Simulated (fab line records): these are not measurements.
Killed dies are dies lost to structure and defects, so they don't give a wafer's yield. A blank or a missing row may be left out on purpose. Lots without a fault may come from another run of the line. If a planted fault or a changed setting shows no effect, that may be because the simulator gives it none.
One fault through the eyes of 2 desks | flow gf180mcu | what lay behind the numbers comes last; until then each desk has only its own

## METROLOGY DESK
What the gauges read for every lot (on any tool): the sampled wafers with a number, averaged. Any lot whose mean is over 4 standard deviations away from the usual mean is out of limits and marked OUT; that distance is given in the brackets.
Columns: A = V1_W_RS at GF_V1_RS_MEAS_24, usual 0.331 ohm/sq; B = M2_ALCU_RS at GF_M2_RS_MEAS_05, usual 0.0696 ohm/sq; C = M2_ALCU_THK at GF_M2_THK_MEAS_06, usual 458 nm
lot  | first seen here | A     | B                | C
L739 | day 18 02:25    | 0.326 | 0.0703           | 457
L740 | day 18 10:23    | 0.332 | 0.0688           | 462
L744 | day 20 05:34    | 0.335 | 0.0703           | 457
L747 | day 21 10:33    | 0.332 | 0.0698           | 451
L750 | day 22 07:25    | 0.327 | 0.0700           | 456
L751 | day 23 02:19    | 0.328 | 0.0532 (-23) OUT | 601 (+26) OUT
L753 | day 23 12:34    | 0.333 | 0.0528 (-23) OUT | 602 (+27) OUT
L758 | day 24 23:23    | 0.339 | 0.0689           | 459
L760 | day 25 14:27    | 0.332 | 0.0697           | 457
L761 | day 25 20:30    | 0.327 | 0.0696           | 456
L762 | day 26 02:45    | 0.332 | 0.0693           | 461
This desk's finding: out of limits on L751, L753; first on L751, day 23 03:01 (M2_ALCU_RS at GF_M2_RS_MEAS_05). L739, L740, L744, L747, L750, L758, L760, L761, L762 stayed within limits.

## THE TOOL OWNER'S DESK: pvdSputter-04
The tool's own readings at GF_M2_SPUTTER_02 (material AlCu, target thk 450 nm, time 23.9 s): means of the sampled wafers that have a number, for each lot that ran on this tool. Any lot whose mean is over 4 standard deviations away from the usual mean is out of limits and marked OUT; that distance is given in the brackets.
Columns: A = cathodeDcPowerW at GF_M2_SPUTTER_02, usual 10600 W; B = throttleValvePct at GF_M2_SPUTTER_02, usual 29.9 %
lot  | first seen here | A                       | B
L740 | day 18 10:59    | 10597                   | 29.5
L750 | day 22 08:01    | 10600                   | 30.4
L751 | day 23 02:55    | 13882 (+99 or more) OUT | 28.5
L753 | day 23 13:10    | 13883 (+99 or more) OUT | 29.4
Finding of this desk: L751, L753 out of limits; the first was L751 at day 23 02:55, on cathodeDcPowerW at GF_M2_SPUTTER_02. L740, L750 stayed within limits.

## ALL TOGETHER
The tool owner's desk could have raised an alarm at day 23 02:55, on L751, L753.
On L751, L753, the metrology desk was in a position to raise an alarm at day 23 03:01.
On pvdSputter-04, each named lot ran GF_M2_SPUTTER_02.

## WHAT THE SIMULATOR PUT IN
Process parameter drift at GF_M2_SPUTTER_02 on pvdSputter-04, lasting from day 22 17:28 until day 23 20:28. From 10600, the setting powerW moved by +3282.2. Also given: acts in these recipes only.
Struck lots among those shown: L751, L753.
Fault start to first reading out of limits, in hours, per desk: tool owner, 9; metrology, 10.
